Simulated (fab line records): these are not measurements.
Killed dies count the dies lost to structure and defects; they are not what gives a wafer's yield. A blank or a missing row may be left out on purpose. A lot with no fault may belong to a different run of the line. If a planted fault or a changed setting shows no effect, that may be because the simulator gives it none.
The tool behind it: which one? ; flow gf180mcu ; 36 wafers from 12 lots sampled at 3 of the route's 602 steps

WHAT THE GAUGES SHOWED, per wafer
GF_M2_THK_MEAS_06: measures by xrf.
lot;measured;on;M2_ALCU_THK (nm)
L075;day 18 12:25;film-metro-02;463 442 460
L077;day 19 03:33;film-metro-04;455 454 452
L079;day 19 23:26;film-metro-04;445 445 445
L081;day 21 02:11;film-metro-02;435 437 448
L083;day 21 19:29;film-metro-04;464 455 455
L085;day 22 18:52;film-metro-02;451 440 450
L088;day 23 22:48;film-metro-01;458 454 454
L090;day 24 03:25;film-metro-02;465 465 458
L091;day 24 12:25;film-metro-02;459 456 462
L093;day 25 05:18;film-metro-02;456 452 451
L095;day 25 11:46;film-metro-01;451 459 463
L097;day 26 11:22;film-metro-01;455 450 458

EACH LOT AND THE TOOL THAT RAN IT (in order: tool; ch and the chambers of the sampled wafers; start)
lot;GF_MVPSD_STRIP_10;GF_DUAL_GATE_STRIP_13
L075;plasma-asher-01 ch 0,1, day 5 03:32;plasma-asher-01 ch 0,1, day 8 08:49
L077;plasma-asher-02 ch 0,1, day 5 16:02;plasma-asher-03 ch 0,1, day 8 23:26
L079;plasma-asher-02 ch 0,1, day 6 04:41;plasma-asher-03 ch 0,1, day 9 15:47
L081;plasma-asher-02 ch 0,1, day 6 23:35;plasma-asher-04 ch 0,1, day 10 13:35
L083;plasma-asher-02 ch 0,1, day 7 07:53;plasma-asher-03 ch 0,1, day 11 00:13
L085;plasma-asher-01 ch 0,1, day 8 01:56;plasma-asher-04 ch 0,1, day 11 20:16
L088;plasma-asher-02 ch 0,1, day 8 17:23;plasma-asher-01 ch 0,1, day 12 15:32
L090;plasma-asher-02 ch 0,1, day 9 03:26;plasma-asher-01 ch 0,1, day 13 01:32
L091;plasma-asher-04 ch 0,1, day 9 09:41;plasma-asher-03 ch 0,1, day 13 09:11
L093;plasma-asher-02 ch 0, day 9 22:17;plasma-asher-03 ch 0,1, day 13 23:47
L095;plasma-asher-02 ch 0,1, day 10 06:17;plasma-asher-04 ch 0,1, day 14 09:46
L097;plasma-asher-01 ch 0,1, day 10 19:41;plasma-asher-04 ch 0,1, day 15 00:46
- GF_MVPSD_STRIP_10: strips in O2/N2.
- GF_DUAL_GATE_STRIP_13: strips in O2/N2.

THE ANSWER, worked out from the rows above alone
Rule: the lots themselves supply what counts as usual. Put in order of their means at a reading, lots are off if they are a third of the lots or fewer, leave a main group of 4 or more, and stand apart from it by a gap of 3 or more times the standard deviation of the main group's means; of several such gaps the widest counts. The tables above print the reading to a certain number of digits; a main group whose means all agree to those digits is not used. Also off: a lot with no number at a reading for which 4 or more lots have one. All remaining lots with rows at the step are treated as sound.
Across all readings shown, no lot is off: no conclusion can be drawn from this.

WHAT THE SIMULATOR PUT IN
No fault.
